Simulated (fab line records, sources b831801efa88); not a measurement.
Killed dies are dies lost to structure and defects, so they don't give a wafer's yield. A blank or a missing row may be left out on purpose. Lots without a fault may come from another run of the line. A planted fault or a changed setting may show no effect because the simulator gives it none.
A struck lot beside a sound one | flow sky130 | 43 steps out of a route of 708
Sound: wafers L554.1, L554.2, L554.5. Struck: wafer L562.5. (L562.1, L562.6 of the same lot were not struck and are left out.) The cause comes at the end.
At each step with rows: each side's tool, then ch and its chambers, then its first start. Under that, the readings that differ: sound wafers | struck wafers | difference of the means | sigmas: that difference in standard deviations of wafers without a fault.
alike: readings whose means differ by less than 2 such deviations, and words and numbers that are the same on both sides. not compared: withheld readings, readings that some wafer has no value for, bounds like >300 that may hide the same value, and numbers for which the record gives no deviation and whose values overlap.
The two part at a step that has a row with sigmas, a row that says differs or no value, or rows on one side only. Numbers that don't overlap but have no deviation are shown without sigmas and don't part them. A reading that every wafer of one side lacks parts them only if that side has two wafers or more.

first, 8 steps without rows for these wafers: SKY_FIELD_ISO_DEHYDRATE_05 (time 60 s); SKY_FIELD_ISO_HMDS_06 (prime time 60 s); SKY_FIELD_ISO_COAT_07 (resist thk 60 nm); SKY_FIELD_ISO_COAT_08 (resist thk 450 nm); SKY_FIELD_ISO_SOFTBAKE_09 (time 90 s); SKY_FIELD_ISO_EXPOSE_10 (exposes mask FOM, target cd 150 nm); SKY_FIELD_ISO_PEB_11; SKY_FIELD_ISO_DEVELOP_12 (develop time 60 s).
SKY_FIELD_ISO_CD_MEAS_13: target cd 150 nm.
  sound on cd_sem-02, day 3 17:14; struck on cd_sem-02, day 5 05:33
  alike: cd_nm
SKY_FIELD_ISO_ETCH_14: etches BARC in N2/H2, stops on SiO2, time 45.9 s, target depth 60 nm.
  sound on rie_diel-01 ch 0,1,3, day 3 17:21; struck on rie_diel-04 ch 3, day 5 05:40
  alike: drypump_motor_current_A, oes_product_au, throttle_valve_pct
  not compared: rf_hours_counter_h
SKY_FIELD_ISO_ETCH_15: etches the open film in CHF3/O2, stops on Si, target depth 180 nm, time 72 s.
  sound on rie_diel-01 ch 0,1,3, day 3 17:23; struck on rie_diel-04 ch 3, day 5 05:43
  alike: drypump_motor_current_A, oes_product_au, throttle_valve_pct
  not compared: rf_hours_counter_h
SKY_FIELD_ISO_STRIP_16: strips in O2/N2.
  sound on plasma_asher-01 ch 0,1, day 3 17:26; struck on plasma_asher-01 ch 1, day 5 05:46
  alike: drypump_motor_current_A, oes_product_au, strip_time_to_endpoint_s
  not compared: rf_hours_counter_h
SKY_FIELD_ISO_ETCH_17: etches Si in HBr/Cl2/O2, target depth 342 nm, time 97.7 s.
  sound on rie_si-01 ch 0,1,2, day 3 17:32; struck on rie_si-01 ch 0, day 5 05:52
  alike: drypump_motor_current_A, oes_product_au, throttle_valve_pct
  not compared: rf_hours_counter_h
then, 5 steps without rows for these wafers: SKY_FIELD_ISO_WET_ETCH_18 (etches Si3N4 in H3PO4, target depth 25 nm, time 286 s); SKY_FIELD_ISO_CLEAN_19 (cleans in SC1/SC2, time 150 s); SKY_FIELD_ISO_CLEAN_20 (cleans in dHF, time 20 s); SKY_FIELD_ISO_WET_ETCH_21 (etches SiO2 in dHF, target depth 20 nm, time 400 s); SKY_FIELD_ISO_OXIDATION_22 (stabilise 600 s, purge 300 s, target thk 10 nm).
SKY_FIELD_ISO_THK_MEAS_23:
  sound on film_metro-02, day 3 19:07; struck on film_metro-04, day 5 08:20
  alike: FIELD_ISO_OXIDATION_01_THK
then, 1 step without rows for these wafers: SKY_FIELD_ISO_CVD_24 (deposits SiO2, target thk 595 nm, time 99.2 s).
SKY_FIELD_ISO_THK_MEAS_25:
  sound on film_metro-01, day 3 19:14; struck on film_metro-02, day 5 08:28
  alike: FIELD_ISO_CVD_24_THK
then, 1 step without rows for these wafers: SKY_FIELD_ISO_ANNEAL_26 (time 1800 s).
SKY_FIELD_ISO_CMP_27: polishes, stops on Si3N4, t overpolish 16 s, target thk 457.8 nm.
  sound on cmp-02 ch 0,1,2, day 3 20:54; struck on cmp-02 ch 2, day 5 11:38
  alike: motor_current_A, overpolish_run_s, retaining_ring_pressure_frac, time_to_endpoint_s
then, 5 steps without rows for these wafers: SKY_FIELD_ISO_WET_ETCH_28 (etches SiO2 in dHF, target depth 23.7 nm, time 47 s); SKY_FIELD_ISO_WET_ETCH_29 (etches Si3N4 in H3PO4, target depth 160 nm, time 1825 s); SKY_FIELD_ISO_WET_ETCH_30 (etches SiO2 in dHF, target depth 25 nm, time 50 s); SKY_NWELL_CLEAN_00 (cleans in SC1/SC2, time 150 s); SKY_NWELL_OXIDATION_01 (stabilise 600 s, purge 300 s, target thk 10 nm).
SKY_NWELL_THK_MEAS_02:
  sound on film_metro-03, day 4 00:04; struck on film_metro-03, day 5 17:20
  reading                  | sound          | struck | difference | sigmas
  NWELL_OXIDATION_THK (nm) | 9.86 9.58 9.56 | 10.11  | +0.44      | +2
then, 8 steps without rows for these wafers: SKY_DNWELL_DEHYDRATE_00 (time 60 s); SKY_DNWELL_HMDS_01 (prime time 60 s); SKY_DNWELL_COAT_02 (resist thk 3000 nm); SKY_DNWELL_SOFTBAKE_03; SKY_DNWELL_EXPOSE_04 (exposes mask DNM, target cd 3000 nm); SKY_DNWELL_PEB_05; SKY_DNWELL_DEVELOP_06 (develop time 60 s); SKY_DNWELL_IMPLANT_07.
SKY_DNWELL_STRIP_08: strips in O2/N2.
  sound on plasma_asher-04 ch 0,1, day 4 17:22; struck on plasma_asher-04 ch 0, day 6 11:49
  reading               | sound             | struck | difference | sigmas
  oes_product_au (a.u.) | 0.716 0.724 0.716 | 0.728  | +0.009     | +2
  alike: drypump_motor_current_A, strip_time_to_endpoint_s
  not compared: rf_hours_counter_h
SKY_DNWELL_TW_MEAS_09:
  sound on film_metro-03, day 4 17:28; struck on film_metro-03, day 6 11:55
  alike: DNWELL_TW
then, 3 steps without rows for these wafers: SKY_PWDE_DEHYDRATE_00 (time 60 s); SKY_PWDE_HMDS_01 (prime time 60 s); SKY_PWDE_COAT_02 (resist thk 3000 nm).
-- the record jumps here: 44 days lie between the struck wafers' starts before and after (it left off in module PWDE and takes up again in module PAD_OPEN, whose first step shown is number 708 of the route) --
SKY_PAD_OPEN_PROBE_99:
  sound on prober-02, day 47 06:23; struck on prober-02, day 50 11:35
  reading             | sound    | struck                   | difference                   | sigmas
  hold                | - - -    | await_dispo/2.9h/release | no value on the sound wafers |
  killed_at_contacts  | 25 25 29 | 14                       | -12                          | -3
  killed_at_front_end | 16 17 9  | 70                       | +56                          | +11
  killed_dies         | 75 90 95 | 125                      | +38                          | +4
  alike: killed_at_M0_to_M3, killed_at_M4_up, killed_at_other, killed_open, killed_short

WHERE THEY PART
First at SKY_NWELL_THK_MEAS_02; last, within this record, at SKY_PAD_OPEN_PROBE_99.

WHY: what the simulator had put in
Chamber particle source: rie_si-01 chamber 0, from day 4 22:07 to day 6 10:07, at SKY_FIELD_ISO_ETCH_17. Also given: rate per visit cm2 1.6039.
